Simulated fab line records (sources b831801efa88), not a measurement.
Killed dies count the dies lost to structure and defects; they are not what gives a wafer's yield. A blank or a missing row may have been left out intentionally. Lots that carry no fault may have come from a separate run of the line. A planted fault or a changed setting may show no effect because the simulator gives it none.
Shared-tool check :: flow gf180mcu :: 36 wafers sampled across 12 lots

## WHY THIS WAS OPENED
GF_VT_IMPLANT_TW_MEAS_21, reading VT_IMPLANT_2_TW: flagged on 2 of 12 lots. No-fault wafers: 1221, standard deviation 12.
Rule: flag the lot when none of its wafers has a number, or when each of its wafers that has one lies beyond 4 standard deviations from that mean. As for the other lots, they are considered sound.

lot: L491
measured: day 6 13:25
on: film_metro-04
VT_IMPLANT_2_TW, wafer by wafer: 1238 1239 1238
flag: 

lot: L492
measured: day 6 19:13
on: film_metro-04
VT_IMPLANT_2_TW, wafer by wafer: 1230 1234 1237
flag: 

lot: L496
measured: day 7 22:58
on: film_metro-02
VT_IMPLANT_2_TW, wafer by wafer: 1222 1224 1218
flag: 

lot: L501
measured: day 9 02:49
on: film_metro-02
VT_IMPLANT_2_TW, wafer by wafer: 30 30 30
flag: FLAGGED

lot: L502
measured: day 9 15:47
on: film_metro-03
VT_IMPLANT_2_TW, wafer by wafer: 30 30 30
flag: FLAGGED

lot: L505
measured: day 10 06:40
on: film_metro-04
VT_IMPLANT_2_TW, wafer by wafer: 1236 1234 1245
flag: 

lot: L506
measured: day 10 10:47
on: film_metro-04
VT_IMPLANT_2_TW, wafer by wafer: 1237 1236 1235
flag: 

lot: L507
measured: day 10 17:28
on: film_metro-02
VT_IMPLANT_2_TW, wafer by wafer: 1207 1213 1212
flag: 

lot: L508
measured: day 11 00:29
on: film_metro-03
VT_IMPLANT_2_TW, wafer by wafer: 1215 1209 1206
flag: 

lot: L509
measured: day 11 06:21
on: film_metro-03
VT_IMPLANT_2_TW, wafer by wafer: 1211 1212 1210
flag: 

lot: L512
measured: day 12 01:51
on: film_metro-04
VT_IMPLANT_2_TW, wafer by wafer: 1226 1222 1225
flag: 

lot: L513
measured: day 12 06:01
on: film_metro-03
VT_IMPLANT_2_TW, wafer by wafer: 1222 1218 1219
flag: 
On average the flagged lots read 30, which is -1191 against the usual, or -99 or more standard deviations.

## LOT BY LOT: THE TOOL USED
The record holds 2 process steps before the reading, out of a route of 602 steps. Every cell lists first the tool, next ch and the chambers used by the sampled wafers, and last the start.
lot: L491
flag: 
GF_VT_IMPLANT_STRIP_09: plasma_asher-03 ch 0,1, day 5 22:30
GF_VT_IMPLANT_STRIP_20: plasma_asher-03 ch 0,1, day 6 13:19

lot: L492
flag: 
GF_VT_IMPLANT_STRIP_09: plasma_asher-04 ch 0,1, day 6 03:51
GF_VT_IMPLANT_STRIP_20: plasma_asher-03 ch 0,1, day 6 19:07

lot: L496
flag: 
GF_VT_IMPLANT_STRIP_09: plasma_asher-03 ch 0,1, day 7 07:19
GF_VT_IMPLANT_STRIP_20: plasma_asher-03 ch 0,1, day 7 22:52

lot: L501
flag: FLAGGED
GF_VT_IMPLANT_STRIP_09: plasma_asher-04 ch 0,1, day 8 10:38
GF_VT_IMPLANT_STRIP_20: plasma_asher-04 ch 0,1, day 9 02:44

lot: L502
flag: FLAGGED
GF_VT_IMPLANT_STRIP_09: plasma_asher-03 ch 0,1, day 8 22:02
GF_VT_IMPLANT_STRIP_20: plasma_asher-03 ch 0,1, day 9 15:41

lot: L505
flag: 
GF_VT_IMPLANT_STRIP_09: plasma_asher-03 ch 0,1, day 9 13:40
GF_VT_IMPLANT_STRIP_20: plasma_asher-01 ch 0, day 10 06:34

lot: L506
flag: 
GF_VT_IMPLANT_STRIP_09: plasma_asher-04 ch 0,1, day 9 16:28
GF_VT_IMPLANT_STRIP_20: plasma_asher-04 ch 0,1, day 10 10:37

lot: L507
flag: 
GF_VT_IMPLANT_STRIP_09: plasma_asher-03 ch 0,1, day 9 23:28
GF_VT_IMPLANT_STRIP_20: plasma_asher-01 ch 0,1, day 10 17:22

lot: L508
flag: 
GF_VT_IMPLANT_STRIP_09: plasma_asher-04 ch 0,1, day 10 05:59
GF_VT_IMPLANT_STRIP_20: plasma_asher-04 ch 0,1, day 11 00:23

lot: L509
flag: 
GF_VT_IMPLANT_STRIP_09: plasma_asher-01 ch 0,1, day 10 11:34
GF_VT_IMPLANT_STRIP_20: plasma_asher-03 ch 1, day 11 06:14

lot: L512
flag: 
GF_VT_IMPLANT_STRIP_09: plasma_asher-01 ch 0,1, day 11 06:19
GF_VT_IMPLANT_STRIP_20: plasma_asher-01 ch 0,1, day 12 01:37

lot: L513
flag: 
GF_VT_IMPLANT_STRIP_09: plasma_asher-03 ch 0,1, day 11 11:28
GF_VT_IMPLANT_STRIP_20: plasma_asher-01 ch 1, day 12 05:55
What the steps here do:
- GF_VT_IMPLANT_STRIP_09: strips in O2/N2.
- GF_VT_IMPLANT_STRIP_20: strips in O2/N2.
- GF_VT_IMPLANT_TW_MEAS_21

## FLAGGED OVER TOTAL, TOOL BY TOOL (the gauges that took the reading come last)
step: GF_VT_IMPLANT_STRIP_09
tool: plasma_asher-01
lots run: 2
flagged: 0
share of the flagged lots: none
sound lots run after its first flagged lot: -

step: GF_VT_IMPLANT_STRIP_09
tool: plasma_asher-03
lots run: 6
flagged: 1
share of the flagged lots: some
sound lots run after its first flagged lot: 3 (L505,L507,L513)

step: GF_VT_IMPLANT_STRIP_09
tool: plasma_asher-04
lots run: 4
flagged: 1
share of the flagged lots: some
sound lots run after its first flagged lot: 2 (L506,L508)

step: GF_VT_IMPLANT_STRIP_20
tool: plasma_asher-01
lots run: 4
flagged: 0
share of the flagged lots: none
sound lots run after its first flagged lot: -

step: GF_VT_IMPLANT_STRIP_20
tool: plasma_asher-03
lots run: 5
flagged: 1
share of the flagged lots: some
sound lots run after its first flagged lot: 1 (L509)

step: GF_VT_IMPLANT_STRIP_20
tool: plasma_asher-04
lots run: 3
flagged: 1
share of the flagged lots: some
sound lots run after its first flagged lot: 2 (L506,L508)

step: GF_VT_IMPLANT_TW_MEAS_21
tool: film_metro-02
lots run: 3
flagged: 1
share of the flagged lots: some
sound lots run after its first flagged lot: 1 (L507)

step: GF_VT_IMPLANT_TW_MEAS_21
tool: film_metro-03
lots run: 4
flagged: 1
share of the flagged lots: some
sound lots run after its first flagged lot: 3 (L508,L509,L513)

step: GF_VT_IMPLANT_TW_MEAS_21
tool: film_metro-04
lots run: 5
flagged: 0
share of the flagged lots: none
sound lots run after its first flagged lot: -

## WHAT IS ALLOWED BY THE TABLE
No row of the table ran every flagged lot.

## WHAT THE SIMULATOR PUT IN
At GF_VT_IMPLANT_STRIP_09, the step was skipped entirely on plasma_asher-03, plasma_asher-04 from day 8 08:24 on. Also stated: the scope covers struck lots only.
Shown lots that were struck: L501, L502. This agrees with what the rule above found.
